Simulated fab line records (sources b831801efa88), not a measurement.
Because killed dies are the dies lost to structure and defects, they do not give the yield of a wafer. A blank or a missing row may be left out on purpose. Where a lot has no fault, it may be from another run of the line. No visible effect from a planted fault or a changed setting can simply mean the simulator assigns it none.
Chamber matching :: flow sky130 :: SKY_SONOS_ONO_ETCH_15 on rieDiel-03: 4 sister chambers
The step etches the open film in CHF3/O2, target depth 19.52 nm, time 7.8 s. 16 wafers are shown with their chamber, then 8 later ones without.

== WAFERS WITH THEIR CHAMBER ==
wafer: L076.1
chamber: 1
drypumpMotorCurrentA (A): 6.3
rfFwdPowerW (W): 585
oesProductAu (a.u.): 1.004

wafer: L076.3
chamber: 3
drypumpMotorCurrentA (A): 5.9
rfFwdPowerW (W): 586
oesProductAu (a.u.): 1.004

wafer: L076.6
chamber: 1
drypumpMotorCurrentA (A): 6.4
rfFwdPowerW (W): 584
oesProductAu (a.u.): 0.999

wafer: L078.1
chamber: 3
drypumpMotorCurrentA (A): 5.9
rfFwdPowerW (W): 590
oesProductAu (a.u.): 1.007

wafer: L078.5
chamber: 2
drypumpMotorCurrentA (A): 5.8
rfFwdPowerW (W): 584
oesProductAu (a.u.): 1.001

wafer: L078.6
chamber: 3
drypumpMotorCurrentA (A): 5.9
rfFwdPowerW (W): 587
oesProductAu (a.u.): 1.000

wafer: L080.1
chamber: 2
drypumpMotorCurrentA (A): 5.8
rfFwdPowerW (W): 586
oesProductAu (a.u.): 1.005

wafer: L080.3
chamber: 3
drypumpMotorCurrentA (A): 5.9
rfFwdPowerW (W): 588
oesProductAu (a.u.): 1.002

wafer: L080.6
chamber: 3
drypumpMotorCurrentA (A): 5.9
rfFwdPowerW (W): 584
oesProductAu (a.u.): 1.011

wafer: L081.2
chamber: 2
drypumpMotorCurrentA (A): 5.8
rfFwdPowerW (W): 585
oesProductAu (a.u.): 1.000

wafer: L081.4
chamber: 3
drypumpMotorCurrentA (A): 5.9
rfFwdPowerW (W): 586
oesProductAu (a.u.): 1.016

wafer: L081.6
chamber: 0
drypumpMotorCurrentA (A): 6.5
rfFwdPowerW (W): 593
oesProductAu (a.u.): 0.992

wafer: L082.1
chamber: 2
drypumpMotorCurrentA (A): 5.8
rfFwdPowerW (W): 586
oesProductAu (a.u.): 0.995

wafer: L082.2
chamber: 3
drypumpMotorCurrentA (A): 5.9
rfFwdPowerW (W): 586
oesProductAu (a.u.): 0.998

wafer: L082.3
chamber: 0
drypumpMotorCurrentA (A): 6.6
rfFwdPowerW (W): 590
oesProductAu (a.u.): 0.992

wafer: L086.3
chamber: 2
drypumpMotorCurrentA (A): 5.8
rfFwdPowerW (W): 587
oesProductAu (a.u.): 0.991

SIGNATURES (averages over the wafers above)
reading: drypumpMotorCurrentA
chamber 0: 6.550
chamber 1: 6.350
chamber 2: 5.800
chamber 3: 5.900
scatter within a chamber: 0.0289

reading: rfFwdPowerW
chamber 0: 591.50
chamber 1: 584.50
chamber 2: 585.60
chamber 3: 586.71
scatter within a chamber: 1.62

reading: oesProductAu
chamber 0: 0.99200
chamber 1: 1.00150
chamber 2: 0.99840
chamber 3: 1.00543
scatter within a chamber: 0.00559
Rule: a wafer's distance from a chamber is the root of the sum, over the readings, of the square of ((its reading less the chamber's mean) divided by the reading's scatter). The wafer belongs to the nearest chamber; if the next one is less than 2 further off, it can't be placed. The scatter: take each reading less its chamber's mean, square it, sum over the shown wafers, divide by the number of wafers less the number of chambers, and take the root.

== WAFERS WITHOUT THEIR CHAMBER ==
wafer: L086.4
drypumpMotorCurrentA (A): 6.6
rfFwdPowerW (W): 594
oesProductAu (a.u.): 0.996

wafer: L086.6
drypumpMotorCurrentA (A): 6.5
rfFwdPowerW (W): 591
oesProductAu (a.u.): 0.993

wafer: L088.1
drypumpMotorCurrentA (A): 5.9
rfFwdPowerW (W): 586
oesProductAu (a.u.): 0.985

wafer: L088.2
drypumpMotorCurrentA (A): 6.6
rfFwdPowerW (W): 593
oesProductAu (a.u.): 0.996

wafer: L088.3
drypumpMotorCurrentA (A): 6.4
rfFwdPowerW (W): 585
oesProductAu (a.u.): 0.992

wafer: L093.1
drypumpMotorCurrentA (A): 6.5
rfFwdPowerW (W): 595
oesProductAu (a.u.): 0.989

wafer: L093.4
drypumpMotorCurrentA (A): 6.4
rfFwdPowerW (W): 590
oesProductAu (a.u.): 0.992

wafer: L093.5
drypumpMotorCurrentA (A): 5.8
rfFwdPowerW (W): 583
oesProductAu (a.u.): 1.000

== WHICH CHAMBER EACH ONE RAN IN ==
wafer: L086.4
from the rows above: 0
in truth: 0

wafer: L086.6
from the rows above: 0
in truth: 0

wafer: L088.1
from the rows above: can't be placed: 3 or 2
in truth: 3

wafer: L088.2
from the rows above: 0
in truth: 0

wafer: L088.3
from the rows above: 1
in truth: 1

wafer: L093.1
from the rows above: 0
in truth: 0

wafer: L093.4
from the rows above: can't be placed: 1 or 0
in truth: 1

wafer: L093.5
from the rows above: 2
in truth: 2
6 of 8 placed correctly. Cannot be placed on the basis of these rows: 2; the candidates contain the true chamber in 2. Placed wrongly: 0.
